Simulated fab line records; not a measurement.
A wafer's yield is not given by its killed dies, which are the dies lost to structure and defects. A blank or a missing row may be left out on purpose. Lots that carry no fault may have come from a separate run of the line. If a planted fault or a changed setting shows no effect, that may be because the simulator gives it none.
A lot that was struck, set against a sound lot | flow gf180mcu | 43 steps out of a route of 602
Sound: wafers L646.1, L646.3, L646.6. Struck: wafer L642.2 (L642.1, L642.6, from the same lot, were not struck and are left out); the cause is given at the end.
Per side, at each step with rows, come the tool, then ch with its chambers, and then its first start. Under that, the readings that differ: sound wafers | struck wafers | difference of the means | sigmas: that difference in standard deviations of wafers without a fault.
alike: same words and numbers on both sides, and readings whose means sit less than 2 such deviations apart. not compared: any withheld reading, any reading some wafer has no value for, any bound like >300 that may hide the same value, and any number with overlapping values for which the record gives no deviation.
A row with sigmas, a row that says differs or no value, or rows on one side alone: a step with any of these is where the two part. Non-overlapping numbers with no deviation appear without sigmas and do not part them. A reading missing from all wafers of one side parts the sides only when that side holds two or more wafers.

first, 8 steps without rows for these wafers: GF_CONTACT_DEHYDRATE_06 (time 60 s); GF_CONTACT_HMDS_07 (prime time 60 s); GF_CONTACT_COAT_08; GF_CONTACT_COAT_09 (resist thk 1000 nm); GF_CONTACT_SOFTBAKE_10 (time 60 s); GF_CONTACT_EXPOSE_11 (exposes mask Contact, target cd 220 nm); GF_CONTACT_PEB_12 (peb time 90 s); GF_CONTACT_DEVELOP_13 (develop time 60 s).
GF_CONTACT_CD_MEAS_14 targets a cd of 220 nm.
  sound on cd sem-01 at day 21 23:24; struck on cd sem-01 at day 20 12:13
  alike: cd nm
GF_CONTACT_OVL_MEAS_15:
  sound on overlay-02 at day 21 23:31; struck on overlay-02 at day 20 12:20
  alike: CONTACT_OVL
GF_CONTACT_ETCH_16: etches BARC in N2/H2.
  sound on rie diel-01 ch 0,1,2, day 21 23:33; struck on rie diel-04 ch 0, day 20 12:22
  alike: drypump motor current A, oes product au, throttle valve pct
then, 1 step without rows for these wafers: GF_CONTACT_ETCH_17 (etches SiO2 in C4F8/O2/Ar, stops on CoSi2, target depth 860 nm).
GF_CONTACT_STRIP_18: strips in O2/N2.
  sound on plasma asher-01 ch 0,1, day 21 23:43; struck on plasma asher-03 ch 1, day 20 12:32
  alike: drypump motor current A, heater power w, oes product au
  not compared: rf hours counter h
then, 5 steps without rows for these wafers: GF_CONTACT_CLEAN_19 (cleans in SPM); GF_CONTACT_CLEAN_20 (cleans in DIW); GF_CONTACT_CLEAN_21 (cleans in dHF, time 20 s); GF_CONTACT_SPUTTER_22 (material Ti, target thk 15 nm, time 80.02 s); GF_CONTACT_SPUTTER_23 (material TiN, target thk 10 nm, time 40 s).
GF_CONTACT_CVD_24: deposits W, target thk 300 nm, time 90.339 s.
  sound on cvd w-01 ch 1, day 22 00:07; struck on cvd w-02 ch 1, day 20 12:56
  reading            | sound       | struck | difference | sigmas
  heater power w (W) | 984 985 976 | 709    | -273       | -2
GF_CONTACT_RS_MEAS_25: measures by four-point-probe.
  sound on film metro-03 at day 22 00:13; struck on film metro-01 at day 20 13:02
  alike: CONTACT_W_RS
GF_CONTACT_THK_MEAS_26: measures by xrf.
  sound on film metro-03 at day 22 00:20; struck on film metro-01 at day 20 13:09
  alike: CONTACT_W_THK
then, 1 step without rows for these wafers: GF_CONTACT_CMP_27 (polishes, stops on SiO2, t overpolish 15 s, target thk 0 nm).
GF_M1_SPUTTER_00: material Ti, target thk 37.5 nm, time 150 s.
  sound on pvd sputter-01 at day 22 00:41; struck on pvd sputter-02 at day 20 13:38
  alike: throttle valve pct
then, 1 step without rows for these wafers: GF_M1_SPUTTER_01 (material TiN, target thk 30 nm, time 25 s).
GF_M1_SPUTTER_02: material AlCu, target thk 450 nm, time 23.9 s.
  sound on pvd sputter-01 at day 22 00:49; struck on pvd sputter-02 at day 20 13:46
  alike: throttle valve pct
then, 1 step without rows for these wafers: GF_M1_SPUTTER_03 (material Ti, target thk 10 nm, time 6.7 s).
GF_M1_SPUTTER_04: material TiN, target thk 50 nm, time 41.7 s.
  sound on pvd sputter-01 at day 22 00:52; struck on pvd sputter-02 at day 20 13:49
  alike: throttle valve pct
GF_M1_RS_MEAS_05: measures by four-point-probe.
  sound on film metro-01 at day 22 00:55; struck on film metro-04 at day 20 13:52
  alike: M1_ALCU_RS
GF_M1_THK_MEAS_06: measures by xrf.
  sound on film metro-01 at day 22 01:02; struck on film metro-04 at day 20 13:59
  alike: M1_ALCU_THK
then, 7 steps without rows for these wafers: GF_M1_DEHYDRATE_07 (time 60 s); GF_M1_HMDS_08 (prime time 60 s); GF_M1_COAT_09 (resist thk 1000 nm); GF_M1_SOFTBAKE_10 (time 60 s); GF_M1_EXPOSE_11 (exposes mask Metal1, target cd 230 nm); GF_M1_PEB_12 (peb time 90 s); GF_M1_DEVELOP_13 (develop time 60 s).
GF_M1_CD_MEAS_14 targets a cd of 230 nm.
  sound on cd sem-01 at day 23 00:24; struck on cd sem-02 at day 21 13:13
  reading    | sound             | struck | difference | sigmas
  cd nm (nm) | 228.0 227.6 228.0 | 230.7  | +2.8       | +2
GF_M1_OVL_MEAS_15:
  sound on overlay-01 at day 23 00:31; struck on overlay-02 at day 21 13:20
  alike: M1_OVL
then, 4 steps without rows for these wafers: GF_M1_METAL_ETCH_16 (etches the open film in Cl2/BCl3, stops on SiO2, target depth 627.5 nm, time 104.6 s); GF_M1_STRIP_17 (strips in O2/N2); GF_M1_STRIP_18 (strips in post etch residue remover, time 1200 s); GF_M1_CLEAN_19 (cleans in DIW).
-- the record jumps here: 11 days lie between the struck wafers' starts before and after (it left off in module M1 and takes up again in module PASSIVATION, whose first step shown is number 602 of the route) --
GF_PASSIVATION_PROBE_99:
  the record has rows for the struck wafers here (prober-02, day 32 10:46) and none for the sound ones

## WHERE THEY PART
First at GF_CONTACT_CVD_24; last, within this record, at GF_PASSIVATION_PROBE_99.

WHY: the cause the simulator had injected
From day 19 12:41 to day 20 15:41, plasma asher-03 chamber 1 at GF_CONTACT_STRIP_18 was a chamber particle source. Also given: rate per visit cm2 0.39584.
